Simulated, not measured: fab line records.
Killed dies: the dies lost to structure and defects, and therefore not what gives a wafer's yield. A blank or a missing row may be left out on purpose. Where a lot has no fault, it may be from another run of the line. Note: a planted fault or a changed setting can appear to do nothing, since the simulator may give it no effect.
A struck lot beside a sound one | flow sky130 | 20 steps out of a route of 708
Sound: these wafers, L833.1, L833.5, L833.6. Struck: wafers L839.3, L839.5, L839.6. The cause is named last.
For every step that has rows: the tool of each side, followed by ch and its chambers, followed by its first start. Under that, the readings that differ: sound wafers | struck wafers | difference of the means | sigmas: that difference in standard deviations of wafers without a fault.
alike: a reading whose means differ by less than 2 such deviations, as well as words and numbers matching on both sides. not compared: withheld readings; readings where some wafer has no value; bounds like >300 that might hide an equal value; numbers whose values overlap and for which the record gives no deviation.
The two part at a step that has a row with sigmas, a row that says differs or no value, or rows on one side only. When numbers do not overlap yet have no deviation, they are printed without sigmas and do not part them. Lack of a reading on every wafer of one side parts them only where that side has two or more wafers.

SKY_FIELD_ISO_BOW_MEAS_00:
  sound on film_metro-01, day 2 01:00; struck on film_metro-04, day 3 07:02
  alike: INCOMING_BOW
then, 1 step without rows for these wafers: SKY_FIELD_ISO_OXIDATION_01 (stabilise 600 s, purge 300 s, target thk 12 nm).
SKY_FIELD_ISO_THK_MEAS_02:
  sound on film_metro-01, day 2 03:21; struck on film_metro-01, day 3 08:39
  alike: FIELD_ISO_OXIDATION_00_THK
then, 1 step without rows for these wafers: SKY_FIELD_ISO_CVD_03 (deposits Si3N4 from DCS/NH3, target thk 165 nm, time 2830 s).
SKY_FIELD_ISO_THK_MEAS_04:
  sound on film_metro-01, day 2 05:43; struck on film_metro-04, day 3 11:30
  reading                   | sound             | struck            | difference | sigmas
  FIELD_ISO_CVD_03_THK (nm) | 162.1 163.3 163.1 | 166.4 167.3 168.3 | +4.5       | +3
then, 5 steps without rows for these wafers: SKY_FIELD_ISO_DEHYDRATE_05 (time 60 s); SKY_FIELD_ISO_HMDS_06 (prime time 60 s); SKY_FIELD_ISO_COAT_07 (resist thk 60 nm); SKY_FIELD_ISO_COAT_08 (resist thk 450 nm); SKY_FIELD_ISO_SOFTBAKE_09 (time 90 s).
SKY_FIELD_ISO_EXPOSE_10: exposes mask FOM, target cd 150 nm.
  sound on krf_scanner-02 ch 0, day 2 13:11; struck on krf_scanner-01 ch 0, day 3 19:56
  reading              | sound                | struck               | difference | sigmas
  exposure_dose_mJ_cm2 | 28.026 28.015 27.982 | 29.491 29.508 29.486 | +1.487     | +53
  alike: mask, reticle_temp_C
then, 2 steps without rows for these wafers: SKY_FIELD_ISO_PEB_11; SKY_FIELD_ISO_DEVELOP_12 (develop time 60 s).
SKY_FIELD_ISO_CD_MEAS_13: target cd 150 nm.
  sound on cd_sem-01, day 2 21:08; struck on cd_sem-02, day 4 03:43
  reading    | sound             | struck            | difference | sigmas
  cd_nm (nm) | 151.9 152.1 152.3 | 140.9 141.4 141.6 | -10.8      | -7
SKY_FIELD_ISO_ETCH_14: etches BARC in N2/H2, stops on SiO2, time 45.9 s, target depth 60 nm.
  sound on rie_diel-01 ch 0,3, day 2 21:15; struck on rie_diel-01 ch 1,2, day 4 03:47
  reading                    | sound           | struck            | difference | sigmas
  model.FIELD_ISO.cd_nm (nm) | 151.7 152.2 152 | 140.2 140.8 141.9 | -11.0      |
  alike: drypump_motor_current_A, oes_product_au, throttle_valve_pct
  not compared: rf_hours_counter_h
SKY_FIELD_ISO_ETCH_15: etches the open film in CHF3/O2, stops on Si, target depth 180 nm, time 72 s.
  sound on rie_diel-01 ch 0,3, day 2 21:17; struck on rie_diel-01 ch 1,2, day 4 03:50
  reading               | sound             | struck            | difference | sigmas
  oes_product_au (a.u.) | 0.940 0.946 0.932 | 0.959 0.957 0.962 | +0.020     | +3
  alike: chf3_flow_sccm, drypump_motor_current_A, throttle_valve_pct
  not compared: rf_hours_counter_h
SKY_FIELD_ISO_STRIP_16: strips in O2/N2.
  sound on plasma_asher-01 ch 0,1, day 2 21:21; struck on plasma_asher-03 ch 0,1, day 4 03:55
  alike: drypump_motor_current_A, oes_product_au, strip_time_to_endpoint_s
  not compared: rf_hours_counter_h
SKY_FIELD_ISO_ETCH_17: etches Si in HBr/Cl2/O2, target depth 342 nm, time 97.7 s.
  sound on rie_si-02 ch 1,2,3, day 2 21:27; struck on rie_si-02 ch 1,2,3, day 4 03:59
  reading                    | sound             | struck            | difference | sigmas
  model.FIELD_ISO.cd_nm (nm) | 151.2 154.1 149.8 | 142.2 143.6 142.5 | -8.9       |
  alike: drypump_motor_current_A, oes_product_au, throttle_valve_pct
  not compared: rf_hours_counter_h
then, 1 step without rows for these wafers: SKY_FIELD_ISO_WET_ETCH_18 (etches Si3N4 in H3PO4, target depth 25 nm, time 286 s).
-- here the record skips 44 days between the struck wafers' starts before and after, leaving off in module FIELD_ISO and picking up in module PAD_OPEN (first step shown: number 708 of the route) --
SKY_PAD_OPEN_PROBE_99:
  sound on prober-02, day 46 13:36; struck on prober-02, day 48 01:55
  reading                                | sound             | struck            | difference | sigmas
  model.etest.pfet_g5v0d10v5.r_on_ohm_um | 4797 4693 4781    | 4887 4822 4914    | +117       |
  model.etest.res_pdiff.line_ohm_um      | 1360 1345 1393    | 1411 1417 1422    | +51        |
  model.etest.res_ndiff.line_ohm_um      | 765.8 755.7 784.9 | 800.8 801.6 812.8 | +36.3      |
  model.etest.sram_nfet_pass.drive_ua_um | 465.5 511.2 480.8 | 455.1 450.2 448.1 | -34.7      |
  model.etest.res_pdiff.width_nm (nm)    | 145.4 148.8 144   | 136.8 137.8 136   | -9.2       |
  model.etest.res_ndiff.width_nm (nm)    | 158.3 161.2 156.6 | 148.9 151.1 149.7 | -8.8       |
  alike: killed_at_M0_to_M3, killed_at_M4_up, killed_at_contacts, killed_at_front_end, killed_at_other, killed_dies, killed_open, killed_short
  not compared: model.etest.sram_pfet_latch.drive_ua_um

## WHERE THEY PART
First at SKY_FIELD_ISO_THK_MEAS_04; last, within this record, at SKY_FIELD_ISO_ETCH_15. Later steps at which nothing parts them and some readings are alike: SKY_FIELD_ISO_STRIP_16, SKY_FIELD_ISO_ETCH_17, SKY_PAD_OPEN_PROBE_99.

WHY: what the simulator had put in
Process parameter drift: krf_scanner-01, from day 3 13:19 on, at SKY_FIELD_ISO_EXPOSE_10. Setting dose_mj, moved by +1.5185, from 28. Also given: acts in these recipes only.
